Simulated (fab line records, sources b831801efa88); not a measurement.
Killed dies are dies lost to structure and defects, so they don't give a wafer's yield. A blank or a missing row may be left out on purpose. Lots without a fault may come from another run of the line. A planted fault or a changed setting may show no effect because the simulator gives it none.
A struck lot beside a sound one | flow sfq_line | 41 steps out of a route of 325
Sound: wafers L588.1, L588.2, L588.6. Struck: wafers L577.4, L577.5, L577.6. The cause comes at the end.
At each step with rows: each side's tool, then ch and its chambers, then its first start. Under that, the readings that differ: sound wafers | struck wafers | difference of the means | sigmas: that difference in standard deviations of wafers without a fault.
alike: readings whose means differ by less than 2 such deviations, and words and numbers that are the same on both sides. not compared: withheld readings, readings that some wafer has no value for, bounds like >300 that may hide the same value, and numbers for which the record gives no deviation and whose values overlap.
The two part at a step that has a row with sigmas, a row that says differs or no value, or rows on one side only. Numbers that don't overlap but have no deviation are shown without sigmas and don't part them. A reading that every wafer of one side lacks parts them only if that side has two wafers or more.

SFQ_L0V_OVL_MEAS_903:
  sound on overlay-02, day 11 16:35; struck on overlay-01, day 8 09:25
  alike: L0V_OVL
SFQ_TRILAYER_L0_VIA_BARC_OPEN_VIA_ETCH_021: etches BARC in O2, target depth 125 nm, time 41.7 s.
  sound on rie_diel-01 ch 0,2,3, day 11 16:38; struck on rie_diel-02 ch 0,1,3, day 8 09:27
  alike: drypump_motor_current_A, oes_product_au
  not compared: rf_hours_counter_h
then, 5 steps without rows for these wafers: SFQ_TRILAYER_L0_VIA_ETCH_VIA_ETCH_016 (etches SiO2 in CHF3, stops on MoNx KI, target depth 80 nm); SFQ_TRILAYER_L0_VIA_STRIP_STRIP_017 (strips in O2); SFQ_TRILAYER_L0_VIA_STRIP_SOLV_CLEAN_018 (cleans in NMP, time 600 s); SFQ_TRILAYER_M0_DEP_PRE_CLEAN_020 (time 15 s); SFQ_TRILAYER_M0_DEP_SPUTTER_019 (material Nb, target thk 200 nm, time 133.3 s).
SFQ_M0_RS_MEAS_904: measures by four-point-probe.
  sound on film_metro-03, day 11 17:37; struck on film_metro-01, day 8 10:28
  alike: M0_NB_RS
then, 3 steps without rows for these wafers: SFQ_TRILAYER_M0_LITHO_COAT_026 (resist thk 62 nm); SFQ_TRILAYER_M0_LITHO_COAT_021 (resist thk 600 nm); SFQ_TRILAYER_M0_LITHO_SOFTBAKE_025.
-- the record jumps here: 4 days lie between the struck wafers' starts before and after --
SFQ_TRILAYER_M0_LITHO_EXPOSE_022: exposes mask M0, target cd 500 nm.
  sound on krf_scanner-02 ch 0, day 16 12:29; struck on krf_scanner-01 ch 0, day 12 21:41
  reading              | sound                | struck               | difference | sigmas
  exposure_dose_mJ_cm2 | 14.398 14.387 14.391 | 10.550 10.545 10.539 | -3.847     | -99 or more
  alike: mask
then, 2 steps without rows for these wafers: SFQ_TRILAYER_M0_LITHO_PEB_024 (peb time 60 s); SFQ_TRILAYER_M0_LITHO_DEVELOP_023 (time 60 s).
SFQ_M0_OVL_MEAS_906:
  sound on overlay-02, day 16 13:59; struck on overlay-01, day 12 22:37
  alike: M0_OVL
SFQ_TRILAYER_M0_BARC_OPEN_METAL_ETCH_031: etches BARC in O2, target depth 125 nm, time 41.7 s.
  sound on rie_metal-03 ch 0,1, day 16 14:01; struck on rie_metal-03 ch 0,1, day 12 22:39
  reading             | sound             | struck      | difference | sigmas
  model.M0.cd_nm (nm) | 498.8 499.5 498.4 | 550 551 549 | +51        |
  alike: drypump_motor_current_A, he_backside_leak_sccm, oes_product_au
  not compared: rf_hours_counter_h
SFQ_TRILAYER_M0_ETCH_METAL_ETCH_024: etches Nb in Cl2/Ar, stops on SiO2, target depth 240 nm, time 120 s.
  sound on rie_metal-03 ch 0,1, day 16 14:05; struck on rie_metal-03 ch 0,1, day 12 22:44
  reading             | sound             | struck            | difference | sigmas
  model.M0.cd_nm (nm) | 499.8 500.7 498.9 | 550.2 551.3 548.4 | +50.2      |
  alike: drypump_motor_current_A, he_backside_leak_sccm, oes_product_au
  not compared: rf_hours_counter_h
then, 4 steps without rows for these wafers: SFQ_TRILAYER_M0_STRIP_STRIP_025 (strips in O2); SFQ_TRILAYER_M0_STRIP_SOLV_CLEAN_026 (cleans in NMP, time 600 s); SFQ_TRILAYER_I0_DEP_PECVD_027 (deposits SiO2 from SiH4/N2O, time 111.11 s, target thk 500 nm); SFQ_TRILAYER_I0_CMP_CMP_028 (polishes SiO2).
SFQ_I0_BOW_MEAS_907:
  sound on film_metro-01, day 16 18:04; struck on film_metro-04, day 13 07:20
  alike: I0_BOW
then, 7 steps without rows for these wafers: SFQ_TRILAYER_I0_METRO_MEASURE_029; SFQ_TRILAYER_I0_VIA_LITHO_COAT_036 (resist thk 62 nm); SFQ_TRILAYER_I0_VIA_LITHO_COAT_031 (resist thk 650 nm); SFQ_TRILAYER_I0_VIA_LITHO_SOFTBAKE_035; SFQ_TRILAYER_I0_VIA_LITHO_EXPOSE_032 (exposes mask I0, target cd 500 nm); SFQ_TRILAYER_I0_VIA_LITHO_PEB_034 (peb time 60 s); SFQ_TRILAYER_I0_VIA_LITHO_DEVELOP_033 (time 60 s).
-- the record jumps here: 5 days lie between the struck wafers' starts before and after --
SFQ_I0_OVL_MEAS_908:
  sound on overlay-02, day 22 21:23; struck on overlay-01, day 18 06:56
  alike: I0_OVL
SFQ_TRILAYER_I0_VIA_BARC_OPEN_VIA_ETCH_046: etches BARC in O2, target depth 125 nm, time 41.7 s.
  sound on rie_diel-04 ch 0,1,3, day 22 21:25; struck on rie_diel-01 ch 1,2,3, day 18 06:57
  alike: drypump_motor_current_A, oes_product_au
  not compared: rf_hours_counter_h
SFQ_TRILAYER_I0_VIA_ETCH_VIA_ETCH_034: etches SiO2 in CHF3, stops on Nb, target depth 260 nm.
  sound on rie_diel-04 ch 0,1,3, day 22 21:28; struck on rie_diel-01 ch 1,2,3, day 18 06:59
  alike: drypump_motor_current_A, oes_product_au
SFQ_TRILAYER_I0_VIA_STRIP_STRIP_035: strips in O2.
  sound on rie_metal-03 ch 0,1, day 22 21:34; struck on rie_metal-03 ch 0,1, day 18 07:18
  alike: drypump_motor_current_A, he_backside_leak_sccm, oes_product_au
  not compared: rf_hours_counter_h
then, 2 steps without rows for these wafers: SFQ_TRILAYER_I0_VIA_STRIP_SOLV_CLEAN_036 (cleans in NMP, time 600 s); SFQ_TRILAYER_M1_DEP_PRE_CLEAN_038 (time 22.5 s).
SFQ_TRILAYER_M1_DEP_SPUTTER_037: material Nb, target thk 200 nm, time 133.3 s.
  sound on pvd_sputter-05, day 22 22:23; struck on pvd_sputter-06, day 18 07:54
  alike: throttle_valve_pct
SFQ_M1_RS_MEAS_909: measures by four-point-probe.
  sound on film_metro-02, day 22 22:28; struck on film_metro-02, day 18 08:03
  reading           | sound             | struck            | difference | sigmas
  M1_NB_RS (ohm/sq) | 0.867 0.867 0.867 | 0.898 0.904 0.887 | +0.029     | +3
then, 3 steps without rows for these wafers: SFQ_TRILAYER_M1_LITHO_COAT_044 (resist thk 62 nm); SFQ_TRILAYER_M1_LITHO_COAT_039 (resist thk 600 nm); SFQ_TRILAYER_M1_LITHO_SOFTBAKE_043.
-- the record jumps here: 71 days lie between the struck wafers' starts before and after --
SFQ_M8_BOW_MEAS_951:
  sound on film_metro-04, day 91 12:43; struck on film_metro-04, day 88 20:16
  reading               | sound             | struck            | difference | sigmas
  model.etest.m0.ohm_um | 1.774 1.775 1.786 | 1.592 1.581 1.601 | -0.187     |
  alike: M8_BOW

WHERE THEY PART
First at SFQ_TRILAYER_M0_LITHO_EXPOSE_022; last, within this record, at SFQ_M1_RS_MEAS_909. Later steps at which nothing parts them and some readings are alike: SFQ_M8_BOW_MEAS_951.

WHY: what the simulator had put in
Process parameter drift: krf_scanner-01, from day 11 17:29 on, at SFQ_TRILAYER_M0_LITHO_EXPOSE_022. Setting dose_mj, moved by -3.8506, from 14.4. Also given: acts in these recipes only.
